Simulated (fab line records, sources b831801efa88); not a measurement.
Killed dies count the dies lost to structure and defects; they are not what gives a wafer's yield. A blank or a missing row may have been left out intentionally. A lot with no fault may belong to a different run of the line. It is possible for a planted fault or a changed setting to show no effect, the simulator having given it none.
What tool caused it? :: flow gf180mcu :: 13 lots with 37 wafers sampled at 5 steps, on a route of 602 steps

== WHAT THE GAUGES READ, wafer by wafer ==
GF_M4_THK_MEAS_06: measures by xrf. Usual: M4_ALCU_THK gives 444 nm (standard deviation 5.2).
lot: L836
measured: day 22 09:49
on: film_metro-03
M4_ALCU_THK (nm): 447 444 449
flag: 

lot: L837
measured: day 22 16:41
on: film_metro-03
M4_ALCU_THK (nm): 441 442 441
flag: 

lot: L838
measured: day 23 02:00
on: film_metro-03
M4_ALCU_THK (nm): 446 444 444
flag: 

lot: L841
measured: day 24 11:16
on: film_metro-03
M4_ALCU_THK (nm): 447 444 447
flag: 

lot: L842
measured: day 24 18:44
on: film_metro-01
M4_ALCU_THK (nm): 449 442
flag: 

lot: L843
measured: day 25 03:10
on: film_metro-01
M4_ALCU_THK (nm): 443 446
flag: 

lot: L846
measured: day 26 08:56
on: film_metro-01
M4_ALCU_THK (nm): 449 453 447
flag: 

lot: L848
measured: day 26 14:50
on: film_metro-03
M4_ALCU_THK (nm): 438 436 439
flag: 

lot: L849
measured: day 26 20:30
on: film_metro-01
M4_ALCU_THK (nm): 441 441 435
flag: 

lot: L850
measured: day 27 04:10
on: film_metro-04
M4_ALCU_THK (nm): 439 445 439
flag: 

lot: L854
measured: day 28 08:44
on: film_metro-01
M4_ALCU_THK (nm): 444 444 445
flag: 

lot: L855
measured: day 28 17:40
on: film_metro-03
M4_ALCU_THK (nm): 450 455 453
flag: 

lot: L856
measured: day 29 00:08
on: film_metro-04
M4_ALCU_THK (nm): 437 438 436
flag: 

GF_MIM_THK_MEAS_06. Usual: MIM_CVD_05_THK gives 42.1 nm (standard deviation 0.47).
lot: L836
measured: day 24 10:19
on: film_metro-04
MIM_CVD_05_THK (nm): 42.2 42.7 42.7
flag: 

lot: L837
measured: day 24 16:24
on: film_metro-02
MIM_CVD_05_THK (nm): 42.1 41.8 42.4
flag: 

lot: L838
measured: day 25 01:27
on: film_metro-04
MIM_CVD_05_THK (nm): 42.1 42.5 43.0
flag: 

lot: L841
measured: day 26 09:32
on: film_metro-01
MIM_CVD_05_THK (nm): 56.4 41.5 42.4
flag: OFF

lot: L842
measured: day 26 16:49
on: film_metro-01
MIM_CVD_05_THK (nm): 57.2 42.3
flag: OFF

lot: L843
measured: day 26 23:35
on: film_metro-01
MIM_CVD_05_THK (nm): 43.1 57.6
flag: OFF

lot: L846
measured: day 28 04:28
on: film_metro-02
MIM_CVD_05_THK (nm): 41.8 42.6 42.5
flag: 

lot: L848
measured: day 28 10:50
on: film_metro-02
MIM_CVD_05_THK (nm): 42.0 41.8 42.1
flag: 

lot: L849
measured: day 28 15:49
on: film_metro-01
MIM_CVD_05_THK (nm): 41.9 42.7 43.1
flag: 

lot: L850
measured: day 28 22:59
on: film_metro-04
MIM_CVD_05_THK (nm): 42.1 41.9 42.5
flag: 

lot: L854
measured: day 30 01:25
on: film_metro-04
MIM_CVD_05_THK (nm): 41.5 42.0 41.8
flag: 

lot: L855
measured: day 30 10:15
on: film_metro-04
MIM_CVD_05_THK (nm): 41.9 41.9 42.9
flag: 

lot: L856
measured: day 30 15:55
on: film_metro-01
MIM_CVD_05_THK (nm): 41.8 43.0 42.4
flag: 

== TOOL THAT RAN EACH LOT (tool first, then ch and the chambers of the sampled wafers, then the start) ==
lot: L836
GF_M4_STRIP_17: plasma_asher-01 ch 0,1, day 23 08:43
GF_MIM_SPUTTER_02: pvd_sputter-02, day 24 10:11
GF_MIM_CVD_05: pecvd-02 ch 0,1,2, day 24 10:17

lot: L837
GF_M4_STRIP_17: plasma_asher-04 ch 0,1, day 23 15:28
GF_MIM_SPUTTER_02: pvd_sputter-01, day 24 16:16
GF_MIM_CVD_05: pecvd-04 ch 0,1, day 24 16:21

lot: L838
GF_M4_STRIP_17: plasma_asher-02 ch 0,1, day 24 00:28
GF_MIM_SPUTTER_02: pvd_sputter-02, day 25 01:20
GF_MIM_CVD_05: pecvd-02 ch 0,2, day 25 01:25

lot: L841
GF_M4_STRIP_17: plasma_asher-02 ch 0,1, day 25 09:08
GF_MIM_SPUTTER_02: pvd_sputter-03, day 26 09:23
GF_MIM_CVD_05: pecvd-02 ch 0,1,2, day 26 09:29

lot: L842
GF_M4_STRIP_17: plasma_asher-04 ch 1, day 25 16:30
GF_MIM_SPUTTER_02: pvd_sputter-02, day 26 16:41
GF_MIM_CVD_05: pecvd-02 ch 0,2, day 26 16:46

lot: L843
GF_M4_STRIP_17: plasma_asher-02 ch 0,1, day 26 00:34
GF_MIM_SPUTTER_02: pvd_sputter-02, day 26 23:27
GF_MIM_CVD_05: pecvd-02 ch 0,2, day 26 23:32

lot: L846
GF_M4_STRIP_17: plasma_asher-02 ch 0,1, day 27 05:17
GF_MIM_SPUTTER_02: pvd_sputter-03, day 28 04:19
GF_MIM_CVD_05: pecvd-01 ch 0,1, day 28 04:25

lot: L848
GF_M4_STRIP_17: plasma_asher-04 ch 0,1, day 27 11:44
GF_MIM_SPUTTER_02: pvd_sputter-03, day 28 10:42
GF_MIM_CVD_05: pecvd-01 ch 0,1,2, day 28 10:47

lot: L849
GF_M4_STRIP_17: plasma_asher-04 ch 0,1, day 27 16:48
GF_MIM_SPUTTER_02: pvd_sputter-03, day 28 15:41
GF_MIM_CVD_05: pecvd-04 ch 0,2, day 28 15:47

lot: L850
GF_M4_STRIP_17: plasma_asher-01 ch 0,1, day 28 00:35
GF_MIM_SPUTTER_02: pvd_sputter-02, day 28 22:52
GF_MIM_CVD_05: pecvd-04 ch 0,1,2, day 28 22:57

lot: L854
GF_M4_STRIP_17: plasma_asher-04 ch 0,1, day 29 04:06
GF_MIM_SPUTTER_02: pvd_sputter-01, day 30 01:17
GF_MIM_CVD_05: pecvd-01 ch 0,1,2, day 30 01:23

lot: L855
GF_M4_STRIP_17: plasma_asher-02 ch 0,1, day 29 12:56
GF_MIM_SPUTTER_02: pvd_sputter-02, day 30 10:08
GF_MIM_CVD_05: pecvd-04 ch 0,1, day 30 10:13

lot: L856
GF_M4_STRIP_17: plasma_asher-01 ch 0,1, day 29 18:53
GF_MIM_SPUTTER_02: pvd_sputter-02, day 30 15:47
GF_MIM_CVD_05: pecvd-04 ch 1,2, day 30 15:53
- GF_M4_STRIP_17: strips in O2/N2.
- GF_MIM_SPUTTER_02: material AlCu, target thk 450 nm, time 23.9 s.
- GF_MIM_CVD_05: deposits Si3N4, target thk 42 nm, time 29.086 s.

== AS READ BY THE TOOLS THEMSELVES (means over the sampled wafers that have a number; for cases with no such wafer, the mark the record gives instead) ==
GF_M4_STRIP_17. Usual: drypump_motor_current_A 5.78 A, standard deviation 0.18; heater_power_w 331 W, standard deviation 17; o2_flow_sccm 3000 sccm, standard deviation 8.9; oes_product_au 0.538 a.u., standard deviation 0.005; platen_temp_c 249.96 C, standard deviation 0.17; strip_time_to_endpoint_s 7.38 s, standard deviation 0.04.
lot: L836
tool: plasma_asher-01
drypump_motor_current_A (A): 5.86
heater_power_w (W): 334
o2_flow_sccm (sccm): 2999
oes_product_au (a.u.): 0.542
platen_temp_c (C): 249.99
strip_time_to_endpoint_s (s): 7.45
flag: 

lot: L837
tool: plasma_asher-04
drypump_motor_current_A (A): 5.67
heater_power_w (W): 322
o2_flow_sccm (sccm): 3003
oes_product_au (a.u.): 0.541
platen_temp_c (C): 250.06
strip_time_to_endpoint_s (s): 7.42
flag: 

lot: L838
tool: plasma_asher-02
drypump_motor_current_A (A): 5.92
heater_power_w (W): 326
o2_flow_sccm (sccm): 3000
oes_product_au (a.u.): 0.542
platen_temp_c (C): 249.95
strip_time_to_endpoint_s (s): 7.40
flag: 

lot: L841
tool: plasma_asher-02
drypump_motor_current_A (A): 5.93
heater_power_w (W): 320
o2_flow_sccm (sccm): 3003
oes_product_au (a.u.): 0.537
platen_temp_c (C): 249.90
strip_time_to_endpoint_s (s): 7.36
flag: 

lot: L842
tool: plasma_asher-04
drypump_motor_current_A (A): 5.62
heater_power_w (W): 328
o2_flow_sccm (sccm): 3002
oes_product_au (a.u.): 0.538
platen_temp_c (C): 249.88
strip_time_to_endpoint_s (s): 7.44
flag: 

lot: L843
tool: plasma_asher-02
drypump_motor_current_A (A): 5.85
heater_power_w (W): 325
o2_flow_sccm (sccm): 3012
oes_product_au (a.u.): 0.536
platen_temp_c (C): 250.00
strip_time_to_endpoint_s (s): 7.38
flag: 

lot: L846
tool: plasma_asher-02
drypump_motor_current_A (A): 5.95
heater_power_w (W): 323
o2_flow_sccm (sccm): 3000
oes_product_au (a.u.): 0.535
platen_temp_c (C): 249.92
strip_time_to_endpoint_s (s): 7.36
flag: 

lot: L848
tool: plasma_asher-04
drypump_motor_current_A (A): 5.68
heater_power_w (W): 319
o2_flow_sccm (sccm): 2993
oes_product_au (a.u.): 0.537
platen_temp_c (C): 249.89
strip_time_to_endpoint_s (s): 7.38
flag: 

lot: L849
tool: plasma_asher-04
drypump_motor_current_A (A): 5.64
heater_power_w (W): 334
o2_flow_sccm (sccm): 2998
oes_product_au (a.u.): 0.538
platen_temp_c (C): 249.95
strip_time_to_endpoint_s (s): 7.38
flag: 

lot: L850
tool: plasma_asher-01
drypump_motor_current_A (A): 5.87
heater_power_w (W): 327
o2_flow_sccm (sccm): 2998
oes_product_au (a.u.): 0.536
platen_temp_c (C): 249.91
strip_time_to_endpoint_s (s): 7.35
flag: 

lot: L854
tool: plasma_asher-04
drypump_motor_current_A (A): 5.64
heater_power_w (W): 329
o2_flow_sccm (sccm): 2995
oes_product_au (a.u.): 0.537
platen_temp_c (C): 250.19
strip_time_to_endpoint_s (s): 7.39
flag: 

lot: L855
tool: plasma_asher-02
drypump_motor_current_A (A): 5.76
heater_power_w (W): 333
o2_flow_sccm (sccm): 3008
oes_product_au (a.u.): 0.535
platen_temp_c (C): 250.11
strip_time_to_endpoint_s (s): 7.42
flag: 

lot: L856
tool: plasma_asher-01
drypump_motor_current_A (A): 5.91
heater_power_w (W): 341
o2_flow_sccm (sccm): 3003
oes_product_au (a.u.): 0.536
platen_temp_c (C): 249.65
strip_time_to_endpoint_s (s): 7.34
flag: 

GF_MIM_SPUTTER_02. Usual: throttle_valve_pct reads 29.6 % (standard deviation 0.82).
lot: L836
tool: pvd_sputter-02
throttle_valve_pct (%): 28.9
flag: 

lot: L837
tool: pvd_sputter-01
throttle_valve_pct (%): 30.8
flag: 

lot: L838
tool: pvd_sputter-02
throttle_valve_pct (%): 29.3
flag: 

lot: L841
tool: pvd_sputter-03
throttle_valve_pct (%): 29.5
flag: 

lot: L842
tool: pvd_sputter-02
throttle_valve_pct (%): 29.0
flag: 

lot: L843
tool: pvd_sputter-02
throttle_valve_pct (%): 29.4
flag: 

lot: L846
tool: pvd_sputter-03
throttle_valve_pct (%): 29.7
flag: 

lot: L848
tool: pvd_sputter-03
throttle_valve_pct (%): 29.4
flag: 

lot: L849
tool: pvd_sputter-03
throttle_valve_pct (%): 29.2
flag: 

lot: L850
tool: pvd_sputter-02
throttle_valve_pct (%): 30.1
flag: 

lot: L854
tool: pvd_sputter-01
throttle_valve_pct (%): 30.8
flag: 

lot: L855
tool: pvd_sputter-02
throttle_valve_pct (%): 29.2
flag: 

lot: L856
tool: pvd_sputter-02
throttle_valve_pct (%): 29.2
flag: 

GF_MIM_CVD_05. Usual: heater_power_w reads 645 W (standard deviation 92).
lot: L836
tool: pecvd-02
heater_power_w (W): 608
flag: 

lot: L837
tool: pecvd-04
heater_power_w (W): 682
flag: 

lot: L838
tool: pecvd-02
heater_power_w (W): 639
flag: 

lot: L841
tool: pecvd-02
heater_power_w (W): 682
flag: 

lot: L842
tool: pecvd-02
heater_power_w (W): 676
flag: 

lot: L843
tool: pecvd-02
heater_power_w (W): 700
flag: 

lot: L846
tool: pecvd-01
heater_power_w (W): 521
flag: 

lot: L848
tool: pecvd-01
heater_power_w (W): 575
flag: 

lot: L849
tool: pecvd-04
heater_power_w (W): 744
flag: 

lot: L850
tool: pecvd-04
heater_power_w (W): 696
flag: 

lot: L854
tool: pecvd-01
heater_power_w (W): 616
flag: 

lot: L855
tool: pecvd-04
heater_power_w (W): 673
flag: 

lot: L856
tool: pecvd-04
heater_power_w (W): 659
flag: 

== THE ANSWER, worked out from the rows above alone ==
Rule: take the mean of a lot's wafers that have a number; if it is more than 3 standard deviations from the usual mean, the lot is off. A lot without any number at a reading at which 4 lots or more have one is off too. All remaining lots with rows at the step are treated as sound. Order of review: gauges by route order, followed by the tools' own readings, for which a lot's mean as printed above is used. The first step at which some lot is off is used, and at that step the reading that is off furthest; a lot without a number counts as furthest.
Off: L841, L842, L843, at GF_MIM_THK_MEAS_06 (MIM_CVD_05_THK).
If a tool, at a process step before that reading, ran all the lots that are off and no sound lot after the first of them, it fits. Those tools and the gauges at GF_MIM_THK_MEAS_06 are tried in the same way. One fits: pecvd-02 at GF_MIM_CVD_05. Its last sound lot is L838 (day 25 01:25), its first lot that is off L841 (day 26 09:29): a fault that began between those two fits.

== WHAT THE SIMULATOR HAD INSERTED ==
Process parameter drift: pecvd-02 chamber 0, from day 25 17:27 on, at GF_MIM_CVD_05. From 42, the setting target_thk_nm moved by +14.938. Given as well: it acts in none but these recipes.
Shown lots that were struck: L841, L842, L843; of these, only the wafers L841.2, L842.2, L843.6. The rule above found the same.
